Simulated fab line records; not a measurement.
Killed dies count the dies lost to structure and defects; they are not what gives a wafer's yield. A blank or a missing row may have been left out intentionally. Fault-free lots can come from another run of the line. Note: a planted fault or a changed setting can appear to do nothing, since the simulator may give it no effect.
What tool caused it?    flow gf180mcu    Sampling: 7 lots, 20 wafers, 2 of 602 route steps

WHAT THE GAUGES SHOWED, per wafer
GF_V2_CD_MEAS_14 targets a cd of 260 nm.
lot   measured      on         cd nm (nm)
L304  day 20 23:02  cd sem-02  258.3 260.2 261.0
L306  day 21 18:53  cd sem-01  260.5 260.8 260.1
L308  day 22 11:40  cd sem-01  260.8 260.3 260.6
L310  day 23 07:20  cd sem-01  259.9 261.3 261.3
L312  day 24 06:32  cd sem-02  258.5 257.3 257.7
L316  day 25 09:04  cd sem-02  261.7 262.4
L324  day 27 17:26  cd sem-02  260.1 260.1 260.0

WHAT TOOL EACH LOT RAN ON (gives the tool, then ch and the chambers of the sampled wafers, and finally the start)
lot   GF_M2_STRIP_17
L304  plasma asher-04 ch 0,1, day 19 21:14
L306  plasma asher-04 ch 1, day 20 18:01
L308  plasma asher-03 ch 0,1, day 21 10:41
L310  plasma asher-03 ch 0,1, day 22 07:02
L312  plasma asher-04 ch 0,1, day 23 06:41
L316  plasma asher-04 ch 1, day 24 10:36
L324  plasma asher-04 ch 0,1, day 26 20:06
- GF_M2_STRIP_17: strips in O2/N2.

THE ANSWER, worked out from the rows above alone
Rule: the lots themselves supply what counts as usual. The widest of any qualifying gaps counts: lots, ordered by their means at a reading, are off when they make up no more than a third of the lots, leave a main group of 4 or more, and stand apart from it by 3 or more times the standard deviation of that group's means. A main group is skipped when, at the precision printed for the reading in the tables above, its means are all equal. Also off: a lot with no number at a reading for which 4 or more lots have one. The other lots that the step has rows for count as sound.
None of the lots is off at any reading shown; this tells nothing.

WHAT HAD BEEN PUT IN BY THE SIMULATOR
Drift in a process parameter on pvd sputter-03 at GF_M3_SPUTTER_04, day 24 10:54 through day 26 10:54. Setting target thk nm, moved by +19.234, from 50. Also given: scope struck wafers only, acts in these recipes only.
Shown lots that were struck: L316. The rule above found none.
